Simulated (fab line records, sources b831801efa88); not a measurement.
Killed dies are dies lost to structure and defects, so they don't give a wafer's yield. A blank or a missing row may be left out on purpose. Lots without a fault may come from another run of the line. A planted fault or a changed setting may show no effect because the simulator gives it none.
Which tool did it? | flow sky130 | 12 lots, 36 wafers sampled, at 2 steps of a route of 708

WHAT THE GAUGES READ, wafer by wafer
SKY_VIA1_THK_MEAS_23: measures by xrf. Usual: VIA1_W_THK 273 nm, standard deviation 3.5.
lot  | measured     | on            | VIA1_W_THK (nm) | flag
L536 | day 34 17:29 | film_metro-03 | 276 275 272     |
L537 | day 34 21:17 | film_metro-01 | 282 276 281     |
L539 | day 35 06:03 | film_metro-04 | 271 271 274     |
L540 | day 35 18:44 | film_metro-04 | 276 273 276     |
L541 | day 35 19:44 | film_metro-03 | 275 275 273     |
L542 | day 36 05:35 | film_metro-03 | 272 271 270     |
L543 | day 36 16:34 | film_metro-01 | 280 276 278     |
L549 | day 38 15:24 | film_metro-03 | 275 275 272     |
L552 | day 39 07:01 | film_metro-01 | 276 276 279     |
L555 | day 40 08:08 | film_metro-04 | 274 271 274     |
L559 | day 41 10:42 | film_metro-03 | 276 272 276     |
L558 | day 41 14:25 | film_metro-01 | 271 266 273     |

WHICH TOOL RAN EACH LOT (tool, then ch and the chambers of the sampled wafers, then the start)
lot  | SKY_VIA1_STRIP_16
L536 | plasma_asher-02 ch 0,1, day 34 16:37
L537 | plasma_asher-02 ch 0,1, day 34 20:25
L539 | plasma_asher-04 ch 0,1, day 35 05:11
L540 | plasma_asher-03 ch 0, day 35 17:50
L541 | plasma_asher-02 ch 0,1, day 35 18:50
L542 | plasma_asher-02 ch 0,1, day 36 04:43
L543 | plasma_asher-03 ch 0,1, day 36 15:39
L549 | plasma_asher-02 ch 0,1, day 38 14:31
L552 | plasma_asher-02 ch 0,1, day 39 06:05
L555 | plasma_asher-02 ch 0, day 40 07:16
L559 | plasma_asher-04 ch 0, day 41 09:50
L558 | plasma_asher-04 ch 0,1, day 41 13:33
- SKY_VIA1_STRIP_16: strips in O2/N2.

WHAT THE TOOLS THEMSELVES READ (means of the sampled wafers that have a number; where no wafer has one, the mark that the record gives instead)
SKY_VIA1_STRIP_16. Usual: drypump_motor_current_A 5.9 A, standard deviation 0.52; o2_flow_sccm 2999 sccm, standard deviation 9.3; oes_product_au 0.416 a.u., standard deviation 0.0046; strip_time_to_endpoint_s 4.462 s, standard deviation 0.027.
lot  | tool            | drypump_motor_current_A (A) | o2_flow_sccm (sccm) | oes_product_au (a.u.) | strip_time_to_endpoint_s (s) | flag
L536 | plasma_asher-02 | 5.7                         | 3003                | 0.419                 | 4.466                        |
L537 | plasma_asher-02 | 5.7                         | 3001                | 0.416                 | 4.437                        |
L539 | plasma_asher-04 | 6.1                         | 2992                | 0.414                 | 4.437                        |
L540 | plasma_asher-03 | 5.9                         | 3016                | 0.419                 | 4.457                        |
L541 | plasma_asher-02 | 5.7                         | 2996                | 0.418                 | 4.468                        |
L542 | plasma_asher-02 | 5.7                         | 3004                | 0.411                 | 4.443                        |
L543 | plasma_asher-03 | 6.1                         | 3001                | 0.411                 | 4.465                        |
L549 | plasma_asher-02 | 5.7                         | 2989                | 0.415                 | 4.440                        |
L552 | plasma_asher-02 | 5.3                         | 2397                | 0.413                 | 4.551                        | OFF
L555 | plasma_asher-02 | 5.0                         | 2403                | 0.414                 | 4.550                        | OFF
L559 | plasma_asher-04 | 6.6                         | 2990                | 0.415                 | 4.456                        |
L558 | plasma_asher-04 | 6.1                         | 2999                | 0.411                 | 4.464                        |

THE ANSWER, worked out from the rows above alone
Rule: a lot is off if the mean of its wafers that have a number lies more than 3 standard deviations from the usual mean. A lot without any number at a reading at which 4 lots or more have one is off too. The other lots that the step has rows for count as sound. The gauges are gone through in route order, then the tools' own readings, and for those a lot's mean is taken as printed above. The first step at which some lot is off is used, and at that step the reading that is off furthest; a lot without a number counts as furthest.
Off: L552, L555, at SKY_VIA1_STRIP_16 (o2_flow_sccm).
A tool fits if, at that step or a process step before it, it ran every lot that is off, and no sound lot after the first of them. One fits: plasma_asher-02 at SKY_VIA1_STRIP_16. Its last sound lot is L549 (day 38 14:31), its first lot that is off L552 (day 39 06:05): a fault that began between those two fits.
The tool's own readings at SKY_VIA1_STRIP_16 bear it out: on the lots that are off they differ by more than 5 times the standard deviation of the sound lots' means. o2_flow_sccm reads 2400 sccm there against 2999 sccm on the sound lots; strip_time_to_endpoint_s reads 4.550 s there against 4.453 s on the sound lots.

WHAT THE SIMULATOR HAD PUT IN
Process parameter drift: plasma_asher-02, from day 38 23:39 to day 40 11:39, at SKY_VIA1_STRIP_16. Setting o2_flow_sccm, moved by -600, from 3000. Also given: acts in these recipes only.
Lots struck among those shown: L552, L555. The rule above found the same.
